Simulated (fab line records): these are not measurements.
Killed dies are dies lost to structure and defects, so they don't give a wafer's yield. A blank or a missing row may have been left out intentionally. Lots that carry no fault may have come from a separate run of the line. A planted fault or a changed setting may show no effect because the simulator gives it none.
fab line records + flow sky130
record
- lots=7
- wafers=21
- last-day=50
route steps=708 shown VIA4@645 PAD_OPEN@708
lots with no fault: from the same line, run without faults
start-h: hours from the record's first day to the start of the lot's first wafer shown + wait-h: how many hours have passed since the lot's step before this one + " identical to the entry in the row above + L1.1+2: one row covering several wafers at once + - either no value or no given start + * or withheld: withheld + < > ~ a bound
route shown NAME@n: names a module that has steps shown in the file, with the first one's number in the route + usual: mean/standard deviation taken from wafers without a fault + same: alike in all rows + chamber/n: place in a boat + sites: each site's reading + _std_site: how widely they spread, as a standard deviation + _edge_site: the outer-site mean with the inner-site mean subtracted + radius-mm: how far each site lies from the wafer's centre + mask NAME#n: copy n + behind: tool/chamber where the wafer was last shaped + hold: why the lot went on hold/how many hours it stayed there/how the hold came to an end + device: names the non-switching transistor (n, p or np) + end of line: the tests these same wafers got at the end of their route + a step without rows: its recipe alone + killed: dies that structure and defects cost at the first sort, which is not the same as the wafer's yield + map: a wafer's dies, marking killed ones x, the rest . and places with no die _
set.NAME: the run value of the setting; set.NAME@STEP: its run value at that earlier step + model.NAME: the simulator's own value behind a step, which no gauge read
lots seen at some steps along the route; tables by step, rows by wafer
services: when a tool's chamber went out of use (start-h, in hours from the record's first day, below 0 if earlier), for how many hours, and the reason
## steps
# step SKY_VIA4_COAT_06
# recipe
- resist=NOVOLAK
- spin-rpm=3000
- resist-thk-nm=1140
# step SKY_VIA4_SOFTBAKE_07
# recipe
- temp-c=90
- time-s=60
- resist=NOVOLAK
# step SKY_VIA4_EXPOSE_08
# recipe
- mask-id=VIM4
- na=0.6
- source-shape=conventional
- sigma-outer=0.6
- polarization=unpolarized
- target-cd-nm=800
- dose-mj=132
# step SKY_VIA4_PEB_09
# recipe
- temp-c=withheld
- time-s=*
- resist=NOVOLAK
# step SKY_VIA4_DEVELOP_10
# recipe
- resist=NOVOLAK
- developer=TMAH
- develop-time-s=60
- dev-temp-c=23
# step SKY_VIA4_OVL_MEAS_11
# usual
- VIA4_OVL=0.7/2
| lot.wafer | tool       | chamber | start-h | wait-h | VIA4_OVL[nm] |
|-----------|------------|---------|---------|--------|--------------|
| L144.1    | overlay-02 | -       | 1005.51 | 0.1    | 3.1          |
| L144.3    | "          | -       | "       | "      | 4.2          |
| L144.6    | "          | -       | "       | "      | 3.2          |
| L145.1    | overlay-02 | -       | 1020.41 | 0.1    | 1.4          |
| L145.3    | "          | -       | "       | "      | 1.6          |
| L145.5    | "          | -       | "       | "      | 2.0          |
| L146.3    | overlay-01 | -       | 1023.87 | 0.1    | -2.2         |
| L146.4    | "          | -       | "       | "      | -2.9         |
| L146.5    | "          | -       | "       | "      | -4.4         |
| L161.1    | overlay-02 | -       | 1118.96 | 0.1    | 2.0          |
| L161.3    | "          | -       | "       | "      | 2.2          |
| L161.5    | "          | -       | "       | "      | 2.0          |
| L162.2    | overlay-02 | -       | 1123.36 | 0.1    | 3.0          |
| L162.3    | "          | -       | "       | "      | 1.4          |
| L162.6    | "          | -       | "       | "      | 2.2          |
| L163.2    | overlay-01 | -       | 1127.46 | 0.1    | 2.2          |
| L163.4    | "          | -       | "       | "      | 2.1          |
| L163.5    | "          | -       | "       | "      | 1.6          |
| L167.2    | overlay-01 | -       | 1156.67 | 0.1    | -0.3         |
| L167.3    | "          | -       | "       | "      | -0.9         |
| L167.5    | "          | -       | "       | "      | 0.6          |
# step SKY_VIA4_ETCH_12
# recipe
- target=SiO2
- chemistry=C4F8/O2/Ar
- stop-on=TiN
- mask-material=NOVOLAK
- source-w=1500
- bias-w=1200
- pressure-mtorr=40
- c4f8-flow-sccm=withheld
- O2_flow_sccm=6
- Ar_flow_sccm=300
- time-s=withheld
- target-depth-a=5800
# usual
- chamber-pressure-mTorr=40.00/0.036
- oes-product-au=0.926/0.0049
| lot.wafer | tool        | chamber | start-h | wait-h | chamber-pressure-mTorr | oes-product-au |
|-----------|-------------|---------|---------|--------|------------------------|----------------|
| L144.1    | rie-diel-03 | 0       | 1005.54 | 0.0    | 39.98                  | 0.932          |
| L144.3    | "           | 3       | "       | "      | 40.03                  | 0.931          |
| L144.6    | "           | 0       | "       | "      | 40.02                  | 0.925          |
| L145.1    | rie-diel-04 | 1       | 1020.44 | 0.0    | 39.97                  | 0.929          |
| L145.3    | "           | 0       | "       | "      | 39.97                  | 0.932          |
| L145.5    | "           | 2       | "       | "      | 40.00                  | 0.925          |
| L146.3    | rie-diel-03 | 0       | 1023.89 | 0.0    | 39.97                  | 0.934          |
| L146.4    | "           | 1       | "       | "      | 40.01                  | 0.930          |
| L146.5    | "           | 1       | "       | "      | 39.94                  | 0.921          |
| L161.1    | rie-diel-03 | 1       | 1118.99 | 0.0    | 40.04                  | 0.920          |
| L161.3    | "           | 0       | "       | "      | 39.97                  | 0.926          |
| L161.5    | "           | 1       | "       | "      | 40.03                  | 0.925          |
| L162.2    | rie-diel-03 | 1       | 1123.39 | 0.0    | 39.98                  | 0.918          |
| L162.3    | "           | 0       | "       | "      | 40.00                  | 0.922          |
| L162.6    | "           | 0       | "       | "      | 40.00                  | 0.927          |
| L163.2    | rie-diel-04 | 3       | 1127.49 | 0.0    | 39.98                  | 0.923          |
| L163.4    | "           | 1       | "       | "      | 39.98                  | 0.925          |
| L163.5    | "           | 1       | "       | "      | 40.01                  | 0.924          |
| L167.2    | rie-diel-03 | 0       | 1156.70 | 0.0    | 40.00                  | 0.924          |
| L167.3    | "           | 2       | "       | "      | 40.02                  | 0.925          |
| L167.5    | "           | 3       | "       | "      | 39.97                  | 0.918          |
# step SKY_VIA4_STRIP_13
# recipe
- chemistry=O2/N2
- power-w=1400
- pressure-mtorr=1500
- platen-temp-c=withheld
- o2-flow-sccm=3000
- n2-flow-sccm=300
- overash-fraction=0.5
# usual
- chamber-pressure-mTorr=1500.0/1.4
- drypump-motor-current-A=5.5/0.47
- oes-product-au=0.710/0.0045
- strip-time-to-endpoint-s=12.802/0.025
| lot.wafer | tool            | chamber | start-h | wait-h | chamber-pressure-mTorr | drypump-motor-current-A | oes-product-au | rf-hours-counter-h | strip-time-to-endpoint-s |
|-----------|-----------------|---------|---------|--------|------------------------|-------------------------|----------------|--------------------|--------------------------|
| L144.1    | plasma-asher-01 | 0       | 1005.61 | -      | 1501.4                 | 5.7                     | 0.720          | 90                 | 12.788                   |
| L144.3    | "               | 0       | "       | "      | 1501.6                 | 5.7                     | 0.706          | -                  | 12.804                   |
| L144.6    | "               | 0       | "       | "      | 1501.6                 | 5.7                     | 0.712          | -                  | 12.798                   |
| L145.1    | plasma-asher-04 | 0       | 1020.52 | -      | 1502.8                 | 6.2                     | 0.711          | 119                | 12.827                   |
| L145.3    | "               | 1       | "       | "      | 1498.4                 | 4.8                     | 0.708          | -                  | 12.831                   |
| L145.5    | "               | 1       | "       | "      | 1499.3                 | 4.8                     | 0.707          | -                  | 12.823                   |
| L146.3    | plasma-asher-04 | 0       | 1024.00 | -      | 1499.9                 | 6.2                     | 0.708          | -                  | 12.796                   |
| L146.4    | "               | 1       | "       | "      | 1498.0                 | 4.8                     | 0.715          | -                  | 12.796                   |
| L146.5    | "               | 1       | "       | "      | 1500.3                 | 4.8                     | 0.698          | -                  | 12.828                   |
| L161.1    | plasma-asher-01 | 1       | 1119.07 | -      | 1500.1                 | 5.6                     | 0.718          | 99                 | 12.779                   |
| L161.3    | "               | 1       | "       | "      | 1500.9                 | 5.6                     | 0.717          | -                  | 12.789                   |
| L161.5    | "               | 0       | "       | "      | 1500.7                 | 5.7                     | 0.719          | -                  | 12.780                   |
| L162.2    | plasma-asher-02 | 0       | 1123.47 | -      | 1499.8                 | 5.9                     | 0.709          | 41                 | 12.803                   |
| L162.3    | "               | 0       | "       | "      | 1501.6                 | 5.9                     | 0.707          | -                  | 12.811                   |
| L162.6    | "               | 0       | "       | "      | 1496.9                 | 5.9                     | 0.705          | -                  | 12.794                   |
| L163.2    | plasma-asher-01 | 0       | 1127.57 | -      | 1500.2                 | 5.7                     | 0.712          | 99                 | 12.759                   |
| L163.4    | "               | 1       | "       | "      | 1499.6                 | 5.6                     | 0.710          | -                  | 12.788                   |
| L163.5    | "               | 1       | "       | "      | 1499.3                 | 5.6                     | 0.714          | -                  | 12.775                   |
| L167.2    | plasma-asher-01 | 1       | 1156.77 | -      | 1498.5                 | 5.6                     | 0.708          | 102                | 12.769                   |
| L167.3    | "               | 1       | "       | "      | 1502.1                 | 5.6                     | 0.710          | -                  | 12.838                   |
| L167.5    | "               | 0       | "       | "      | 1501.5                 | 5.7                     | 0.707          | -                  | 12.831                   |
# step SKY_VIA4_STRIP_14
# recipe
- chemistry=post-etch-residue-remover
- time-s=1200
- temp-c=72.5
# step SKY_VIA4_CLEAN_15
# recipe
- chemistry=IPA
- time-s=180
- temp-c=25
# step SKY_VIA4_CLEAN_16
# recipe
- chemistry=O3/DIW
- dry=n2-spin
# step SKY_VIA4_SPUTTER_17
# recipe
- material=TiN
- target-thk-nm=20
- chamber-pressure-pa=5
- power-w=4000
- time-s=80
# usual
- throttle-valve-pct=30.0/1
| lot.wafer | tool           | chamber | start-h | wait-h | throttle-valve-pct |
|-----------|----------------|---------|---------|--------|--------------------|
| L144.1    | pvd-sputter-01 | -       | 1006.21 | 0.0    | 27.9               |
| L144.3    | "              | -       | "       | "      | 29.7               |
| L144.6    | "              | -       | "       | "      | 29.7               |
| L145.1    | pvd-sputter-01 | -       | 1021.11 | 0.0    | 31.2               |
| L145.3    | "              | -       | "       | "      | 27.8               |
| L145.5    | "              | -       | "       | "      | 31.5               |
| L146.3    | pvd-sputter-01 | -       | 1024.56 | 0.0    | 30.2               |
| L146.4    | "              | -       | "       | "      | 27.7               |
| L146.5    | "              | -       | "       | "      | 27.7               |
| L161.1    | pvd-sputter-03 | -       | 1119.66 | 0.0    | 30.0               |
| L161.3    | "              | -       | "       | "      | 30.1               |
| L161.5    | "              | -       | "       | "      | 30.4               |
| L162.2    | pvd-sputter-03 | -       | 1124.07 | 0.0    | 29.7               |
| L162.3    | "              | -       | "       | "      | 30.1               |
| L162.6    | "              | -       | "       | "      | 30.1               |
| L163.2    | pvd-sputter-03 | -       | 1128.23 | 0.0    | 29.9               |
| L163.4    | "              | -       | "       | "      | 28.9               |
| L163.5    | "              | -       | "       | "      | 29.9               |
| L167.2    | pvd-sputter-01 | -       | 1157.38 | 0.0    | 31.3               |
| L167.3    | "              | -       | "       | "      | 29.6               |
| L167.5    | "              | -       | "       | "      | 27.9               |
# step SKY_VIA4_CVD_18
# recipe
- material=W
- target-thk-nm=505
- time-s=152.14
- temp-c=400
- pressure-torr=40
# usual
- heater-power-w=803/49
| lot.wafer | tool     | chamber | start-h | wait-h | heater-power-w |
|-----------|----------|---------|---------|--------|----------------|
| L144.1    | cvd-w-01 | 1       | 1006.27 | 0.0    | 724            |
| L144.3    | "        | 0       | "       | "      | 678            |
| L144.6    | "        | 0       | "       | "      | 679            |
| L144.1    | cvd-w-01 | 1       | 1006.59 | 0.3    | 739            |
| L144.3    | "        | 0       | "       | "      | 678            |
| L144.6    | "        | 0       | "       | "      | 689            |
| L145.1    | cvd-w-02 | 1       | 1021.17 | 0.0    | 803            |
| L145.3    | "        | 0       | "       | "      | 836            |
| L145.5    | "        | 0       | "       | "      | 852            |
| L145.1    | cvd-w-02 | 1       | 1021.49 | 0.3    | 814            |
| L145.3    | "        | 0       | "       | "      | 842            |
| L145.5    | "        | 0       | "       | "      | 837            |
| L146.3    | cvd-w-02 | 1       | 1024.68 | 0.1    | 811            |
| L146.4    | "        | 0       | "       | "      | 846            |
| L146.5    | "        | 1       | "       | "      | 805            |
| L146.3    | cvd-w-02 | 1       | 1024.99 | 0.3    | 803            |
| L146.4    | "        | 0       | "       | "      | 852            |
| L146.5    | "        | 1       | "       | "      | 797            |
| L161.1    | cvd-w-02 | 0       | 1119.72 | 0.0    | 828            |
| L161.3    | "        | 0       | "       | "      | 841            |
| L161.5    | "        | 0       | "       | "      | 840            |
| L162.2    | cvd-w-02 | 1       | 1124.13 | 0.0    | 798            |
| L162.3    | "        | 0       | "       | "      | 842            |
| L162.6    | "        | 1       | "       | "      | 811            |
| L163.2    | cvd-w-01 | 0       | 1128.29 | 0.0    | 699            |
| L163.4    | "        | 0       | "       | "      | 697            |
| L163.5    | "        | 1       | "       | "      | 779            |
| L167.2    | cvd-w-01 | 1       | 1157.44 | 0.0    | 765            |
| L167.3    | "        | 1       | "       | "      | 763            |
| L167.5    | "        | 1       | "       | "      | 786            |
# step SKY_VIA4_RS_MEAS_19
# recipe
- thk-meas-gauge=four-point-probe
- reads=W_of_VIA4_CVD_18+TiN_of_VIA4_SPUTTER_17
# usual
- VIA4_W_RS=0.2263/0.0023
| lot.wafer | tool          | chamber | start-h | wait-h | VIA4_W_RS[ohm/sq] |
|-----------|---------------|---------|---------|--------|-------------------|
| L144.1    | film-metro-04 | -       | 1006.74 | 0.1    | 0.1120            |
| L144.3    | "             | -       | "       | "      | 0.1121            |
| L144.6    | "             | -       | "       | "      | 0.1125            |
| L144.1    | film-metro-04 | -       | 1007.03 | 0.3    | 0.1122            |
| L144.3    | "             | -       | "       | "      | 0.1120            |
| L144.6    | "             | -       | "       | "      | 0.1130            |
| L145.1    | film-metro-03 | -       | 1021.64 | 0.1    | 0.1124            |
| L145.3    | "             | -       | "       | "      | 0.1131            |
| L145.5    | "             | -       | "       | "      | 0.1143            |
| L145.1    | film-metro-03 | -       | 1021.93 | 0.3    | 0.1127            |
| L145.3    | "             | -       | "       | "      | 0.1129            |
| L145.5    | "             | -       | "       | "      | 0.1144            |
| L146.3    | film-metro-03 | -       | 1025.13 | 0.1    | 0.1126            |
| L146.4    | "             | -       | "       | "      | 0.1126            |
| L146.5    | "             | -       | "       | "      | 0.1132            |
| L146.3    | film-metro-03 | -       | 1025.42 | 0.3    | 0.1124            |
| L146.4    | "             | -       | "       | "      | 0.1127            |
| L146.5    | "             | -       | "       | "      | 0.1134            |
| L161.1    | film-metro-04 | -       | 1119.87 | 0.1    | 0.2288            |
| L161.3    | "             | -       | "       | "      | 0.2282            |
| L161.5    | "             | -       | "       | "      | 0.2280            |
| L162.2    | film-metro-03 | -       | 1124.30 | 0.1    | 0.2262            |
| L162.3    | "             | -       | "       | "      | 0.2273            |
| L162.6    | "             | -       | "       | "      | 0.2257            |
| L163.2    | film-metro-04 | -       | 1128.46 | 0.1    | 0.2205            |
| L163.4    | "             | -       | "       | "      | 0.2215            |
| L163.5    | "             | -       | "       | "      | 0.2203            |
| L167.2    | film-metro-04 | -       | 1157.61 | 0.1    | 0.2211            |
| L167.3    | "             | -       | "       | "      | 0.2239            |
| L167.5    | "             | -       | "       | "      | 0.2242            |
# step SKY_PAD_OPEN_PROBE_99
# usual
- defect-limited-yield=82.8/2
- killed_at_M0_to_M3=43/7.2
- killed_at_M4_up=3.0/2
- killed-at-contacts=24/5.5
- killed-at-front-end=15/4.2
- killed-at-other=0.3/0.51
- killed-dies=85/10
- killed-on-rim=17/4
- killed-open=46/7.3
- killed-short=38/6.4
- sort_bin_3_pad_short=0.9/0.42
- sort_bin_5_function=10.3/1.5
- sort_bin_6_memory=6.0/1.2
- sort-n-pass=407/10
- sort-yield-pct=82.8/2
# same
- gross-dies=492
- killed-at-back-side=0
- sort_bin_4_leakage[%]=0
- sort_bin_8_speed[%]=0
| lot.wafer | tool      | chamber | start-h | wait-h | defect-limited-yield[%] | killed_at_M0_to_M3 | killed_at_M4_up | killed-at-contacts | killed-at-front-end | killed-at-other | killed-dies | killed-on-rim | killed-open | killed-short | sort_bin_3_pad_short[%] | sort_bin_5_function[%] | sort_bin_6_memory[%] | sort-n-pass | sort-yield-pct[%] |
|-----------|-----------|---------|---------|--------|-------------------------|--------------------|-----------------|--------------------|---------------------|-----------------|-------------|---------------|-------------|--------------|-------------------------|------------------------|----------------------|-------------|-------------------|
| L161.1    | prober-02 | -       | 1178.93 | 0.1    | 84.6                    | 43                 | 1               | 12                 | 19                  | 1               | 76          | 13            | 42          | 34           | 0.4                     | 9.8                    | 5.3                  | 416         | 84.6              |
| L161.3    | prober-02 | -       | 1179.03 | 0.2    | 84.3                    | 35                 | 5               | 26                 | 11                  | 0               | 77          | 20            | 42          | 35           | 1.0                     | 9.3                    | 5.3                  | 415         | 84.3              |
| L161.5    | prober-02 | -       | 1179.13 | 0.2    | 82.7                    | 51                 | 4               | 22                 | 8                   | 0               | 85          | 14            | 49          | 36           | 1.0                     | 9.8                    | 6.5                  | 407         | 82.7              |
| L162.2    | prober-01 | -       | 1182.27 | 0.1    | 89.2                    | 23                 | 1               | 18                 | 11                  | 0               | 53          | 10            | 27          | 26           | 0.8                     | 7.7                    | 2.2                  | 439         | 89.2              |
| L162.3    | prober-01 | -       | 1182.32 | 0.2    | 84.6                    | 38                 | 3               | 22                 | 12                  | 1               | 76          | 19            | 38          | 38           | 1.2                     | 8.1                    | 6.1                  | 416         | 84.6              |
| L162.6    | prober-01 | -       | 1182.47 | 0.2    | 84.3                    | 41                 | 0               | 24                 | 12                  | 0               | 77          | 18            | 42          | 35           | 0.6                     | 10.6                   | 4.5                  | 415         | 84.3              |
| L163.2    | prober-02 | -       | 1184.77 | 0.1    | 85.0                    | 43                 | 2               | 16                 | 13                  | 0               | 74          | 14            | 37          | 37           | 0.4                     | 10.4                   | 4.3                  | 418         | 85.0              |
| L163.4    | prober-02 | -       | 1184.87 | 0.2    | 80.9                    | 50                 | 2               | 30                 | 12                  | 0               | 94          | 17            | 49          | 45           | 1.2                     | 10.6                   | 7.3                  | 398         | 80.9              |
| L163.5    | prober-02 | -       | 1184.92 | 0.2    | 84.1                    | 37                 | 7               | 22                 | 12                  | 0               | 78          | 18            | 38          | 40           | 0.8                     | 8.5                    | 6.5                  | 414         | 84.1              |
| L167.2    | prober-01 | -       | 1211.03 | 0.1    | 82.7                    | 42                 | 3               | 25                 | 14                  | 1               | 85          | 14            | 46          | 39           | 1.0                     | 10.0                   | 6.3                  | 407         | 82.7              |
| L167.3    | prober-01 | -       | 1211.08 | 0.2    | 81.1                    | 51                 | 14              | 14                 | 14                  | 0               | 93          | 19            | 47          | 46           | 1.2                     | 11.6                   | 6.1                  | 399         | 81.1              |
| L167.5    | prober-01 | -       | 1211.18 | 0.2    | 80.9                    | 54                 | 3               | 16                 | 21                  | 0               | 94          | 12            | 48          | 46           | 1.4                     | 8.9                    | 8.7                  | 398         | 80.9              |
# killed by level:class
L161.1 METAL2:geometric-particle:short=8 VIA3:geometric-particle:open=8 VIA1:geometric-particle:open=8 VIA2:geometric-particle:open=7 LI_CONTACT:geometric-particle:open=6 FIELD_ISO:geometric-particle:open=5 POLY_GATE:geometric-particle:short=5 VIA1:geometric-particle:short=4
L161.3 CONTACT:geometric-particle:short=9 VIA1:geometric-particle:open=8 LI_CONTACT:geometric-particle:open=7 CONTACT:geometric-particle:open=7 METAL2:geometric-particle:short=6 VIA2:geometric-particle:open=6 VIA3:geometric-particle:open=5 VIA1:geometric-particle:short=4
L161.5 VIA1:geometric-particle:open=17 CONTACT:geometric-particle:open=10 METAL1:geometric-particle:short=8 VIA3:geometric-particle:open=5 FIELD_ISO:geometric-particle:open=4 LI_CONTACT:geometric-particle:open=4 CONTACT:geometric-particle:short=4 VIA1:geometric-particle:short=4
L162.2 VIA1:geometric-particle:open=7 LI_CONTACT:geometric-particle:open=5 LI_CONTACT:geometric-particle:short=4 CONTACT:geometric-particle:open=4 VIA3:geometric-particle:open=4 POLY_GATE:geometric-particle:short=3 CONTACT:geometric-particle:short=3 METAL1:geometric-particle:short=3
L162.3 LI_CONTACT:geometric-particle:open=9 CONTACT:geometric-particle:open=7 FIELD_ISO:geometric-particle:short=6 VIA1:geometric-particle:open=6 METAL2:geometric-particle:short=6 VIA3:geometric-particle:open=5 METAL3:geometric-particle:short=4 VIA2:geometric-particle:open=3
L162.6 VIA1:geometric-particle:open=11 LI_CONTACT:geometric-particle:open=8 METAL1:geometric-particle:short=7 CONTACT:geometric-particle:open=6 CONTACT:geometric-particle:short=5 VIA2:geometric-particle:open=4 METAL3:geometric-particle:short=4 FIELD_ISO:geometric-particle:short=3
L163.2 VIA1:geometric-particle:open=10 VIA3:geometric-particle:open=8 LOCAL_INTERCONNECT:geometric-particle:short=5 METAL2:geometric-particle:short=5 FIELD_ISO:geometric-particle:open=4 CONTACT:geometric-particle:short=4 CONTACT:geometric-particle:open=4 VIA1:geometric-particle:short=4
L163.4 VIA1:geometric-particle:open=12 CONTACT:geometric-particle:open=9 VIA1:geometric-particle:short=9 VIA3:geometric-particle:open=9 LI_CONTACT:geometric-particle:open=8 METAL2:geometric-particle:short=7 POLY_GATE:geometric-particle:short=5 POLY_GATE:geometric-particle:open=5
L163.5 VIA1:geometric-particle:open=10 CONTACT:geometric-particle:open=9 VIA2:geometric-particle:open=7 CONTACT:geometric-particle:short=7 METAL1:geometric-particle:short=7 METAL4:geometric-particle:short=5 VIA1:geometric-particle:short=4 POLY_GATE:geometric-particle:open=4
L167.2 CONTACT:geometric-particle:open=14 VIA1:geometric-particle:open=12 POLY_GATE:geometric-particle:short=8 VIA2:geometric-particle:open=5 VIA1:geometric-particle:short=5 VIA3:geometric-particle:open=5 METAL2:geometric-particle:short=4 LOCAL_INTERCONNECT:geometric-particle:short=4
L167.3 VIA1:geometric-particle:open=12 METAL4:geometric-particle:short=10 VIA3:geometric-particle:open=7 CONTACT:geometric-particle:open=7 VIA2:geometric-particle:open=6 VIA1:geometric-particle:short=5 POLY_GATE:geometric-particle:short=5 VIA2:geometric-particle:short=5
L167.5 VIA1:geometric-particle:open=12 METAL1:geometric-particle:short=9 CONTACT:geometric-particle:open=8 VIA2:geometric-particle:open=8 FIELD_ISO:geometric-particle:open=6 POLY_GATE:geometric-particle:short=5 VIA1:geometric-particle:short=5 FIELD_ISO:geometric-particle:short=4
## services
| tool            | chamber | start-h | hours | kind                   |
|-----------------|---------|---------|-------|------------------------|
| rie-diel-04     | 0       | 992.85  | 20.4  | repair                 |
| plasma-asher-01 | -       | 1014.60 | 1.4   | repair                 |
| cvd-w-01        | -       | 1015.79 | 100.4 | repair                 |
| plasma-asher-04 | -       | 1021.11 | 1.4   | repair                 |
| cvd-w-02        | -       | 1026.85 | 0.9   | repair                 |
| pvd-sputter-01  | 1       | 1027.08 | -     | consumable-replace:kit |
| pvd-sputter-01  | 1       | 1027.08 | 18.0  | scheduled-down         |
| pvd-sputter-01  | 1       | 1027.08 | 18.0  | vent-cycle             |
| pvd-sputter-03  | -       | 1046.42 | 24.0  | repair                 |
| plasma-asher-04 | -       | 1055.25 | 9.0   | pm                     |
| plasma-asher-04 | 0       | 1055.25 | 9.0   | vent-cycle             |
| plasma-asher-04 | 1       | 1055.25 | 9.0   | vent-cycle             |
| plasma-asher-04 | 0       | 1064.25 | -     | clean                  |
| plasma-asher-04 | 1       | 1064.25 | -     | clean                  |
| rie-diel-04     | -       | 1071.11 | 28.1  | pm                     |
| pvd-sputter-03  | 1       | 1075.55 | -     | consumable-replace:kit |
| pvd-sputter-03  | 1       | 1075.55 | 18.0  | scheduled-down         |
| pvd-sputter-03  | 1       | 1075.55 | 18.0  | vent-cycle             |
| plasma-asher-01 | -       | 1076.75 | 28.1  | pm                     |
| cvd-w-01        | 1       | 1113.30 | 1.5   | repair                 |
| rie-diel-04     | -       | 1120.65 | 2.8   | pm                     |
| rie-diel-04     | 0       | 1128.92 | -     | clean                  |
| plasma-asher-04 | -       | 1141.85 | 1.5   | repair                 |
| rie-diel-04     | 2       | 1144.85 | 10.8  | repair                 |
## key
first-sign
- step=SKY_VIA4_CVD_18
- reading=visit
- direction=added
effect
- step=SKY_VIA4_RS_MEAS_19
- reading=visit
- direction=added
effect
- step=SKY_VIA4_RS_MEAS_19
- reading=VIA4_W_RS
- direction=down
- sigmas=49
- usual=0.2263
- struck=0.1128
met-at SKY_VIA4_CVD_18
struck-wafers L144.1,L144.3,L144.6,L145.1,L145.3,L145.5,L146.3,L146.4,L146.5
scrapped-behind SKY_VIA4_RS_MEAS_19 L144.1,L144.3,L144.6,L145.1,L145.3,L145.5,L146.3,L146.4,L146.5
fault
- kind=repeated-step-whole
- tool=cvd-w-01,cvd-w-02
- chamber=-
- onset-h=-
- steps=SKY_VIA4_CVD_18
- times=1
- scope=struck-lots-only
